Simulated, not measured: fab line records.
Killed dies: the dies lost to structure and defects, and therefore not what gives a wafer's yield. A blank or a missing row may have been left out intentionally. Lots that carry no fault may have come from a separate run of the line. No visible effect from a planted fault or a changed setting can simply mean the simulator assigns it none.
Which tool is to blame? :: flow sky130 :: Sampling: 10 lots, 30 wafers, 7 of 708 route steps

== WHAT THE GAUGES READ, wafer by wafer ==
No reading from a measuring or inspecting step in the record can be judged against a usual standard deviation.

== WHAT TOOL EACH LOT RAN ON (gives the tool, then ch and the chambers of the sampled wafers, and finally the start) ==
lot: L735
SKY_VIA1_CMP_24: cmp-02 ch 1,2,3, day 34 07:40
SKY_METAL2_STRIP_20: plasma-asher-02 ch 0,1, day 35 10:30
SKY_VIA2_ETCH_14: rie-diel-04 ch 1,2,3, day 36 14:43
SKY_VIA2_ETCH_15: rie-diel-04 ch 1,2,3, day 36 14:45
SKY_VIA2_STRIP_16: plasma-asher-02 ch 0,1, day 36 14:49
SKY_METAL3_SPUTTER_01: pvd-sputter-03, day 36 16:07
SKY_PAD_OPEN_PROBE_99: prober-02, day 46 03:11

lot: L737
SKY_VIA1_CMP_24: cmp-02 ch 0,3, day 34 17:20
SKY_METAL2_STRIP_20: plasma-asher-01 ch 0,1, day 35 20:53
SKY_VIA2_ETCH_14: rie-diel-04 ch 1,2,3, day 37 00:42
SKY_VIA2_ETCH_15: rie-diel-04 ch 1,2,3, day 37 00:45
SKY_VIA2_STRIP_16: plasma-asher-02 ch 0,1, day 37 00:49
SKY_METAL3_SPUTTER_01: pvd-sputter-03, day 37 02:04
SKY_PAD_OPEN_PROBE_99: prober-02, day 46 10:43

lot: L741
SKY_VIA1_CMP_24: cmp-01 ch 0,2,3, day 36 06:56
SKY_METAL2_STRIP_20: plasma-asher-01 ch 0,1, day 37 10:20
SKY_VIA2_ETCH_14: rie-diel-04 ch 0,2,3, day 38 14:05
SKY_VIA2_ETCH_15: rie-diel-04 ch 0,2,3, day 38 14:07
SKY_VIA2_STRIP_16: plasma-asher-02 ch 0,1, day 38 14:11
SKY_METAL3_SPUTTER_01: pvd-sputter-03, day 38 15:28
SKY_PAD_OPEN_PROBE_99: -

lot: L745
SKY_VIA1_CMP_24: cmp-01 ch 0,1,3, day 37 16:20
SKY_METAL2_STRIP_20: plasma-asher-04 ch 0,1, day 38 19:21
SKY_VIA2_ETCH_14: rie-diel-03 ch 0,1,3, day 39 21:27
SKY_VIA2_ETCH_15: rie-diel-03 ch 0,1,3, day 39 21:30
SKY_VIA2_STRIP_16: plasma-asher-03 ch 0,1, day 39 21:34
SKY_METAL3_SPUTTER_01: pvd-sputter-03, day 39 22:57
SKY_PAD_OPEN_PROBE_99: -

lot: L748
SKY_VIA1_CMP_24: cmp-01 ch 1,2,3, day 38 13:50
SKY_METAL2_STRIP_20: plasma-asher-04 ch 0,1, day 39 15:24
SKY_VIA2_ETCH_14: rie-diel-04 ch 0,2,3, day 40 17:14
SKY_VIA2_ETCH_15: rie-diel-04 ch 0,2,3, day 40 17:16
SKY_VIA2_STRIP_16: plasma-asher-02 ch 0,1, day 40 17:20
SKY_METAL3_SPUTTER_01: -
SKY_PAD_OPEN_PROBE_99: prober-01, day 49 07:52

lot: L749
SKY_VIA1_CMP_24: cmp-01 ch 0,1,3, day 38 17:25
SKY_METAL2_STRIP_20: plasma-asher-04 ch 0,1, day 39 20:01
SKY_VIA2_ETCH_14: rie-diel-02 ch 0,1,3, day 40 22:22
SKY_VIA2_ETCH_15: rie-diel-02 ch 0,1,3, day 40 22:25
SKY_VIA2_STRIP_16: plasma-asher-01 ch 1, day 40 22:28
SKY_METAL3_SPUTTER_01: -
SKY_PAD_OPEN_PROBE_99: prober-02, day 49 09:52

lot: L750
SKY_VIA1_CMP_24: cmp-02 ch 0,2,3, day 39 00:42
SKY_METAL2_STRIP_20: plasma-asher-01 ch 0,1, day 40 02:51
SKY_VIA2_ETCH_14: rie-diel-02 ch 0,1,3, day 41 04:14
SKY_VIA2_ETCH_15: rie-diel-02 ch 0,1,3, day 41 04:17
SKY_VIA2_STRIP_16: plasma-asher-01 ch 0,1, day 41 04:21
SKY_METAL3_SPUTTER_01: -
SKY_PAD_OPEN_PROBE_99: prober-01, day 49 14:04

lot: L754
SKY_VIA1_CMP_24: cmp-02 ch 0,2,3, day 40 05:32
SKY_METAL2_STRIP_20: plasma-asher-04 ch 0,1, day 41 07:07
SKY_VIA2_ETCH_14: rie-diel-04 ch 0,2, day 42 08:30
SKY_VIA2_ETCH_15: rie-diel-04 ch 0,2, day 42 08:33
SKY_VIA2_STRIP_16: plasma-asher-03 ch 0,1, day 42 08:38
SKY_METAL3_SPUTTER_01: pvd-sputter-03, day 42 09:54
SKY_PAD_OPEN_PROBE_99: -

lot: L755
SKY_VIA1_CMP_24: cmp-02 ch 1,3, day 40 06:29
SKY_METAL2_STRIP_20: plasma-asher-04 ch 1, day 41 07:46
SKY_VIA2_ETCH_14: rie-diel-04 ch 1,2,3, day 42 08:51
SKY_VIA2_ETCH_15: rie-diel-04 ch 1,2,3, day 42 08:54
SKY_VIA2_STRIP_16: plasma-asher-01 ch 0,1, day 42 08:58
SKY_METAL3_SPUTTER_01: pvd-sputter-01, day 42 10:14
SKY_PAD_OPEN_PROBE_99: prober-01, day 50 11:01

lot: L756
SKY_VIA1_CMP_24: cmp-02 ch 0,2,3, day 40 13:11
SKY_METAL2_STRIP_20: plasma-asher-04 ch 0,1, day 41 14:19
SKY_VIA2_ETCH_14: rie-diel-04 ch 0,2,3, day 42 15:43
SKY_VIA2_ETCH_15: rie-diel-04 ch 0,2,3, day 42 15:46
SKY_VIA2_STRIP_16: plasma-asher-01 ch 0,1, day 42 15:49
SKY_METAL3_SPUTTER_01: pvd-sputter-03, day 42 17:14
SKY_PAD_OPEN_PROBE_99: prober-01, day 50 15:37
- SKY_VIA1_CMP_24: polishes, stops on SiO2, t overpolish 15 s, target thk 0 nm.
- SKY_METAL2_STRIP_20: strips in O2/N2.
- SKY_VIA2_ETCH_14: etches BARC in N2/H2, stops on SiO2, time 45.9 s, target depth 60 nm.
- SKY_VIA2_ETCH_15: etches SiO2 in C4F8/O2/Ar, stops on TiN, target depth 546 nm, time 84 s.
- SKY_VIA2_STRIP_16: strips in O2/N2.
- SKY_METAL3_SPUTTER_01: material TiN, target thk 20 nm, time 16.7 s.
- SKY_PAD_OPEN_PROBE_99

== WHAT THE TOOLS THEMSELVES READ (means of the sampled wafers that have a number; where no wafer has one, the mark that the record gives instead) ==
SKY_VIA1_CMP_24. Usual: motor-current-A 10.9 A, standard deviation 1.1; overpolish-run-s 15.000 s, standard deviation 0.0092; time-to-endpoint-s 63 s, standard deviation 4.1.
lot: L735
tool: cmp-02
motor-current-A (A): 11.2
overpolish-run-s (s): 15.006
time-to-endpoint-s (s): 61
flag: 

lot: L737
tool: cmp-02
motor-current-A (A): 9.5
overpolish-run-s (s): 14.999
time-to-endpoint-s (s): 59
flag: 

lot: L741
tool: cmp-01
motor-current-A (A): 11.0
overpolish-run-s (s): 14.998
time-to-endpoint-s (s): 64
flag: 

lot: L745
tool: cmp-01
motor-current-A (A): 11.3
overpolish-run-s (s): 14.998
time-to-endpoint-s (s): 62
flag: 

lot: L748
tool: cmp-01
motor-current-A (A): 11.1
overpolish-run-s (s): 14.997
time-to-endpoint-s (s): 60
flag: 

lot: L749
tool: cmp-01
motor-current-A (A): 11.0
overpolish-run-s (s): 14.996
time-to-endpoint-s (s): 65
flag: 

lot: L750
tool: cmp-02
motor-current-A (A): 10.7
overpolish-run-s (s): 14.996
time-to-endpoint-s (s): 62
flag: 

lot: L754
tool: cmp-02
motor-current-A (A): 10.7
overpolish-run-s (s): 15.000
time-to-endpoint-s (s): 61
flag: 

lot: L755
tool: cmp-02
motor-current-A (A): 9.6
overpolish-run-s (s): 15.003
time-to-endpoint-s (s): 65
flag: 

lot: L756
tool: cmp-02
motor-current-A (A): 10.7
overpolish-run-s (s): 15.002
time-to-endpoint-s (s): 58
flag: 

SKY_METAL2_STRIP_20. Usual: drypump-motor-current-A 5.7 A, standard deviation 0.32; oes-product-au 0.341 a.u., standard deviation 0.0053; strip-time-to-endpoint-s 2.65 s, standard deviation 0.066.
lot: L735
tool: plasma-asher-02
drypump-motor-current-A (A): 6.0
oes-product-au (a.u.): 0.337
strip-time-to-endpoint-s (s): 2.63
flag: 

lot: L737
tool: plasma-asher-01
drypump-motor-current-A (A): 5.9
oes-product-au (a.u.): 0.343
strip-time-to-endpoint-s (s): 2.70
flag: 

lot: L741
tool: plasma-asher-01
drypump-motor-current-A (A): 5.8
oes-product-au (a.u.): 0.339
strip-time-to-endpoint-s (s): 2.68
flag: 

lot: L745
tool: plasma-asher-04
drypump-motor-current-A (A): 5.5
oes-product-au (a.u.): 0.345
strip-time-to-endpoint-s (s): 2.67
flag: 

lot: L748
tool: plasma-asher-04
drypump-motor-current-A (A): 5.3
oes-product-au (a.u.): 0.339
strip-time-to-endpoint-s (s): 2.60
flag: 

lot: L749
tool: plasma-asher-04
drypump-motor-current-A (A): 5.3
oes-product-au (a.u.): 0.342
strip-time-to-endpoint-s (s): 2.63
flag: 

lot: L750
tool: plasma-asher-01
drypump-motor-current-A (A): 5.8
oes-product-au (a.u.): 0.336
strip-time-to-endpoint-s (s): 2.63
flag: 

lot: L754
tool: plasma-asher-04
drypump-motor-current-A (A): 5.3
oes-product-au (a.u.): 0.343
strip-time-to-endpoint-s (s): 2.65
flag: 

lot: L755
tool: plasma-asher-04
drypump-motor-current-A (A): 5.0
oes-product-au (a.u.): 0.340
strip-time-to-endpoint-s (s): 2.62
flag: 

lot: L756
tool: plasma-asher-04
drypump-motor-current-A (A): 5.2
oes-product-au (a.u.): 0.346
strip-time-to-endpoint-s (s): 2.79
flag: 

SKY_VIA2_ETCH_14. Usual: bias-w 100.0 W, standard deviation 0.31; chamber-pressure-mTorr 30.003 mTorr, standard deviation 0.028; drypump-motor-current-A 5.8 A, standard deviation 0.37; oes-product-au 0.855 a.u., standard deviation 0.0047; throttle-valve-pct 13.225 %, standard deviation 0.0086.
lot: L735
tool: rie-diel-04
bias-w (W): 100.0
chamber-pressure-mTorr (mTorr): 29.980
drypump-motor-current-A (A): 6.0
oes-product-au (a.u.): 0.851
throttle-valve-pct (%): 13.227
flag: 

lot: L737
tool: rie-diel-04
bias-w (W): 100.0
chamber-pressure-mTorr (mTorr): 29.988
drypump-motor-current-A (A): 6.0
oes-product-au (a.u.): 0.854
throttle-valve-pct (%): 13.223
flag: 

lot: L741
tool: rie-diel-04
bias-w (W): 100.1
chamber-pressure-mTorr (mTorr): 29.982
drypump-motor-current-A (A): 6.0
oes-product-au (a.u.): 0.853
throttle-valve-pct (%): 13.232
flag: 

lot: L745
tool: rie-diel-03
bias-w (W): 100.1
chamber-pressure-mTorr (mTorr): 30.004
drypump-motor-current-A (A): 5.5
oes-product-au (a.u.): 0.854
throttle-valve-pct (%): 13.216
flag: 

lot: L748
tool: rie-diel-04
bias-w (W): -
chamber-pressure-mTorr (mTorr): -
drypump-motor-current-A (A): -
oes-product-au (a.u.): -
throttle-valve-pct (%): -
flag: OFF

lot: L749
tool: rie-diel-02
bias-w (W): -
chamber-pressure-mTorr (mTorr): -
drypump-motor-current-A (A): -
oes-product-au (a.u.): -
throttle-valve-pct (%): -
flag: OFF

lot: L750
tool: rie-diel-02
bias-w (W): -
chamber-pressure-mTorr (mTorr): -
drypump-motor-current-A (A): -
oes-product-au (a.u.): -
throttle-valve-pct (%): -
flag: OFF

lot: L754
tool: rie-diel-04
bias-w (W): 100.0
chamber-pressure-mTorr (mTorr): 30.011
drypump-motor-current-A (A): 6.1
oes-product-au (a.u.): 0.856
throttle-valve-pct (%): 13.219
flag: 

lot: L755
tool: rie-diel-04
bias-w (W): 99.9
chamber-pressure-mTorr (mTorr): 29.973
drypump-motor-current-A (A): 6.0
oes-product-au (a.u.): 0.855
throttle-valve-pct (%): 13.232
flag: 

lot: L756
tool: rie-diel-04
bias-w (W): 99.9
chamber-pressure-mTorr (mTorr): 29.997
drypump-motor-current-A (A): 6.0
oes-product-au (a.u.): 0.854
throttle-valve-pct (%): 13.222
flag: 

SKY_VIA2_ETCH_15. Usual: bias-w 1201 W, standard deviation 3.5; chamber-pressure-mTorr 40.00 mTorr, standard deviation 0.037; oes-product-au 0.939 a.u., standard deviation 0.0046.
lot: L735
tool: rie-diel-04
bias-w (W): 1201
chamber-pressure-mTorr (mTorr): 40.00
oes-product-au (a.u.): 0.934
flag: 

lot: L737
tool: rie-diel-04
bias-w (W): 1203
chamber-pressure-mTorr (mTorr): 40.04
oes-product-au (a.u.): 0.940
flag: 

lot: L741
tool: rie-diel-04
bias-w (W): 1200
chamber-pressure-mTorr (mTorr): 39.99
oes-product-au (a.u.): 0.937
flag: 

lot: L745
tool: rie-diel-03
bias-w (W): 1199
chamber-pressure-mTorr (mTorr): 40.01
oes-product-au (a.u.): 0.938
flag: 

lot: L748
tool: rie-diel-04
bias-w (W): 1201
chamber-pressure-mTorr (mTorr): 39.99
oes-product-au (a.u.): 0.376
flag: OFF

lot: L749
tool: rie-diel-02
bias-w (W): 1201
chamber-pressure-mTorr (mTorr): 39.98
oes-product-au (a.u.): 0.372
flag: OFF

lot: L750
tool: rie-diel-02
bias-w (W): 1201
chamber-pressure-mTorr (mTorr): 40.01
oes-product-au (a.u.): 0.373
flag: OFF

lot: L754
tool: rie-diel-04
bias-w (W): 1198
chamber-pressure-mTorr (mTorr): 39.96
oes-product-au (a.u.): 0.933
flag: 

lot: L755
tool: rie-diel-04
bias-w (W): 1200
chamber-pressure-mTorr (mTorr): 40.03
oes-product-au (a.u.): 0.935
flag: 

lot: L756
tool: rie-diel-04
bias-w (W): 1201
chamber-pressure-mTorr (mTorr): 39.97
oes-product-au (a.u.): 0.936
flag: 

SKY_VIA2_STRIP_16. Usual: drypump-motor-current-A 5.87 A, standard deviation 0.12; oes-product-au 0.399 a.u., standard deviation 0.0047; strip-time-to-endpoint-s 4.057 s, standard deviation 0.029.
lot: L735
tool: plasma-asher-02
drypump-motor-current-A (A): 5.92
oes-product-au (a.u.): 0.397
strip-time-to-endpoint-s (s): 4.027
flag: 

lot: L737
tool: plasma-asher-02
drypump-motor-current-A (A): 5.82
oes-product-au (a.u.): 0.395
strip-time-to-endpoint-s (s): 4.039
flag: 

lot: L741
tool: plasma-asher-02
drypump-motor-current-A (A): 5.93
oes-product-au (a.u.): 0.399
strip-time-to-endpoint-s (s): 4.073
flag: 

lot: L745
tool: plasma-asher-03
drypump-motor-current-A (A): 5.94
oes-product-au (a.u.): 0.402
strip-time-to-endpoint-s (s): 4.056
flag: 

lot: L748
tool: plasma-asher-02
drypump-motor-current-A (A): 5.92
oes-product-au (a.u.): 0.418
strip-time-to-endpoint-s (s): 4.493
flag: OFF

lot: L749
tool: plasma-asher-01
drypump-motor-current-A (A): 5.81
oes-product-au (a.u.): 0.420
strip-time-to-endpoint-s (s): 4.476
flag: OFF

lot: L750
tool: plasma-asher-01
drypump-motor-current-A (A): 5.82
oes-product-au (a.u.): 0.415
strip-time-to-endpoint-s (s): 4.478
flag: OFF

lot: L754
tool: plasma-asher-03
drypump-motor-current-A (A): 5.90
oes-product-au (a.u.): 0.403
strip-time-to-endpoint-s (s): 4.063
flag: 

lot: L755
tool: plasma-asher-01
drypump-motor-current-A (A): 5.84
oes-product-au (a.u.): 0.402
strip-time-to-endpoint-s (s): 4.089
flag: 

lot: L756
tool: plasma-asher-01
drypump-motor-current-A (A): 5.83
oes-product-au (a.u.): 0.396
strip-time-to-endpoint-s (s): 4.074
flag: 

SKY_METAL3_SPUTTER_01. Usual: chamber-pressure-pa 0.4000 Pa, standard deviation 0.00085; throttle-valve-pct 29.6 %, standard deviation 0.8.
lot: L735
tool: pvd-sputter-03
chamber-pressure-pa (Pa): 0.3999
throttle-valve-pct (%): 30.0
flag: 

lot: L737
tool: pvd-sputter-03
chamber-pressure-pa (Pa): 0.4006
throttle-valve-pct (%): 29.9
flag: 

lot: L741
tool: pvd-sputter-03
chamber-pressure-pa (Pa): 0.4006
throttle-valve-pct (%): 30.0
flag: 

lot: L745
tool: pvd-sputter-03
chamber-pressure-pa (Pa): 0.3999
throttle-valve-pct (%): 29.3
flag: 

lot: L754
tool: pvd-sputter-03
chamber-pressure-pa (Pa): 0.4001
throttle-valve-pct (%): 30.1
flag: 

lot: L755
tool: pvd-sputter-01
chamber-pressure-pa (Pa): 0.4004
throttle-valve-pct (%): 30.0
flag: 

lot: L756
tool: pvd-sputter-03
chamber-pressure-pa (Pa): 0.3999
throttle-valve-pct (%): 29.9
flag: 

SKY_PAD_OPEN_PROBE_99. Usual: defect-limited-yield 82.7 %, standard deviation 1.7; killed_at_M0_to_M3 41, standard deviation 6.2; killed_at_M4_up 3.0, standard deviation 1.7; killed-at-contacts 25, standard deviation 5.8; killed-at-front-end 16, standard deviation 4.5; killed-at-other 0.2, standard deviation 0.42; killed-dies 85, standard deviation 8.4; killed-on-rim 17, standard deviation 4.1; killed-open 46, standard deviation 5.9; killed-short 39, standard deviation 6.3; sort_bin_3_pad_short 0.9 %, standard deviation 0.4; sort_bin_5_function 10.2 %, standard deviation 1.3; sort_bin_6_memory 6.2 %, standard deviation 1; sort-n-pass 407, standard deviation 8.4; sort-yield-pct 82.7 %, standard deviation 1.7.
lot: L735
tool: prober-02
defect-limited-yield (%): 82.8
killed_at_M0_to_M3: 41
killed_at_M4_up: 3.0
killed-at-contacts: 20
killed-at-front-end: 21
killed-at-other: 0.0
killed-dies: 85
killed-on-rim: 13
killed-open: 50
killed-short: 35
sort_bin_3_pad_short (%): 1.2
sort_bin_5_function (%): 10.5
sort_bin_6_memory (%): 5.5
sort-n-pass: 407
sort-yield-pct (%): 82.8
flag: 

lot: L737
tool: prober-02
defect-limited-yield (%): 81.4
killed_at_M0_to_M3: 42
killed_at_M4_up: 3.3
killed-at-contacts: 29
killed-at-front-end: 17
killed-at-other: 0.3
killed-dies: 91
killed-on-rim: 21
killed-open: 51
killed-short: 40
sort_bin_3_pad_short (%): 0.7
sort_bin_5_function (%): 10.9
sort_bin_6_memory (%): 7.0
sort-n-pass: 401
sort-yield-pct (%): 81.4
flag: 

lot: L748
tool: prober-01
defect-limited-yield (%): 0.0
killed_at_M0_to_M3: 452
killed_at_M4_up: 2.7
killed-at-contacts: 19
killed-at-front-end: 18
killed-at-other: 0.3
killed-dies: 492
killed-on-rim: 96
killed-open: 46
killed-short: 39
sort_bin_3_pad_short (%): 1.3
sort_bin_5_function (%): 92.4
sort_bin_6_memory (%): 6.3
sort-n-pass: 0
sort-yield-pct (%): 0.0
flag: OFF

lot: L749
tool: prober-02
defect-limited-yield (%): 0.0
killed_at_M0_to_M3: 447
killed_at_M4_up: 2.7
killed-at-contacts: 28
killed-at-front-end: 15
killed-at-other: 0.0
killed-dies: 492
killed-on-rim: 96
killed-open: 47
killed-short: 40
sort_bin_3_pad_short (%): 0.8
sort_bin_5_function (%): 93.4
sort_bin_6_memory (%): 5.8
sort-n-pass: 0
sort-yield-pct (%): 0.0
flag: OFF

lot: L750
tool: prober-01
defect-limited-yield (%): 0.0
killed_at_M0_to_M3: 452
killed_at_M4_up: 2.7
killed-at-contacts: 22
killed-at-front-end: 15
killed-at-other: 0.3
killed-dies: 492
killed-on-rim: 96
killed-open: 46
killed-short: 40
sort_bin_3_pad_short (%): 1.0
sort_bin_5_function (%): 93.5
sort_bin_6_memory (%): 5.5
sort-n-pass: 0
sort-yield-pct (%): 0.0
flag: OFF

lot: L755
tool: prober-01
defect-limited-yield (%): 83.4
killed_at_M0_to_M3: 38
killed_at_M4_up: 5.0
killed-at-contacts: 22
killed-at-front-end: 17
killed-at-other: 0.0
killed-dies: 81
killed-on-rim: 14
killed-open: 39
killed-short: 42
sort_bin_3_pad_short (%): 1.4
sort_bin_5_function (%): 9.5
sort_bin_6_memory (%): 5.6
sort-n-pass: 411
sort-yield-pct (%): 83.4
flag: 

lot: L756
tool: prober-01
defect-limited-yield (%): 82.5
killed_at_M0_to_M3: 33
killed_at_M4_up: 2.3
killed-at-contacts: 26
killed-at-front-end: 24
killed-at-other: 0.7
killed-dies: 86
killed-on-rim: 12
killed-open: 46
killed-short: 40
sort_bin_3_pad_short (%): 0.6
sort_bin_5_function (%): 9.9
sort_bin_6_memory (%): 7.0
sort-n-pass: 406
sort-yield-pct (%): 82.5
flag: 

== THE ANSWER, worked out from the rows above alone ==
Rule: take the mean of a lot's wafers that have a number; if it is more than 3 standard deviations from the usual mean, the lot is off. Also off: a lot with no number at a reading for which 4 or more lots have one. All remaining lots with rows at the step are treated as sound. After the gauges, taken in route order, come the tools' own readings; for these a lot's mean is taken, as printed above. At the first step where some lot is off, the reading lying furthest off is the one used; lots without a number count as furthest.
Off, at SKY_VIA2_ETCH_14 on bias-w: L748, L749, L750. Without a number there: L748, L749, L750.
If a tool, at that step or one of the process steps before it, ran each lot that is off and ran no sound lot following the first of them, it fits. Of those tried, none fits.

== WHAT WAS PUT IN BY THE SIMULATOR ==
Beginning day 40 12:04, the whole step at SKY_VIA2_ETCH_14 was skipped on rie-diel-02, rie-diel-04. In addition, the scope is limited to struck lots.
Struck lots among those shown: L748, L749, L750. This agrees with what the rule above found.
